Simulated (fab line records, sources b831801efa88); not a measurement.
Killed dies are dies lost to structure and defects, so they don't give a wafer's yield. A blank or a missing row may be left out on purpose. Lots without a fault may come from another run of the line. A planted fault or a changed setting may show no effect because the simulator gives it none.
Problem report in the 8D (eight disciplines) form, filled by code | flow gf180mcu | the parts of the form that need people (team, actions taken, sign-off) are left out

1. THE PROBLEM
strip_time_to_endpoint_s at GF_MVSD_STRIP_10 reads a mean of 21.46 s on 9 wafers of 3 lots; wafers without a fault read 36.68 s with a standard deviation of 0.1. That is -99 or more standard deviations from the usual mean.
The step: strips in O2/N2.
First seen on wafer L218.4, day 8 11:48, on plasma_asher-02. The record holds 45 wafers of 15 lots with a number at this step. Rule for "out", or "out of limits": more than 4 standard deviations from the usual mean. The other wafers with a number count as sound.

2. WHAT IT IS AND WHAT IT IS NOT
question                    | is                               | is not
which readings at this step | strip_time_to_endpoint_s         | drypump_motor_current_A, heater_power_w, platen_temp_c
which lots                  | L218, L219, L220                 | L203, L204, L205, L207, L208, L209, L210, L211, L212, L214, L217, L224
which wafers of those lots  | all that have a number           | -
read on which tools         | plasma_asher-02, plasma_asher-04 | plasma_asher-03
when                        | from day 8 11:48                 | up to then (33 sound wafers); but 3 sound wafers of L224 came after

3. SUSPECTS, AND WHAT RULES EACH OUT
Counting: a tool at a process step up to the reading stays a suspect if it ran every lot that is out and no sound lot after the first of them.
- litho_track-01 at GF_MVSD_COAT_02 (resist thk 3000 nm): kept. It ran every lot that is out, first L218 (day 8 02:40), and no sound lot after that; its last sound lot up to then is L217 (day 7 20:47).
Left after counting: litho_track-01 at GF_MVSD_COAT_02.

4. THE CAUSE (what the simulator had put in)
Process parameter drift: litho_track-01, from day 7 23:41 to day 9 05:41, at GF_MVSD_COAT_02. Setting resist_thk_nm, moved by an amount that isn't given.
Counting left only this tool.

5. THE CHAIN OF EFFECTS, in route order
Each row: a reading whose mean over the struck wafers that have a number lies more than 3 standard deviations from the usual. Only readings for which the record gives a usual standard deviation are gone through. hours: the time from each lot's start at the first step in this table that gives one to its start at this step, as a median over the lots. sigmas: the change in usual standard deviations.
hours | step             | reading                  | usual   | on struck wafers | change | sigmas
0     | GF_MVSD_STRIP_10 | strip_time_to_endpoint_s | 36.68 s | 21.46            | -15.22 | -99 or more
The process steps in it:
- GF_MVSD_STRIP_10: strips in O2/N2.
Later measuring or inspecting steps at which every struck wafer that the step has a row for has a number for every such reading, and none has moved that far: GF_MVSD_TW_MEAS_11.

6. WHAT WOULD HAVE CAUGHT IT SOONER
In this record the first reading out of limits was taken at day 8 11:48, 12 hours after the fault began at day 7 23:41.
Of the tool readings at GF_MVSD_COAT_02 for which the record gives a usual standard deviation, none was out on any struck wafer, so an alarm limit of 4 standard deviations on them would not have fired.
Of the lots that are out (3), L220 began GF_MVSD_COAT_02 on litho_track-01 after day 8 11:48. A hold on the tool at that time would have spared it.
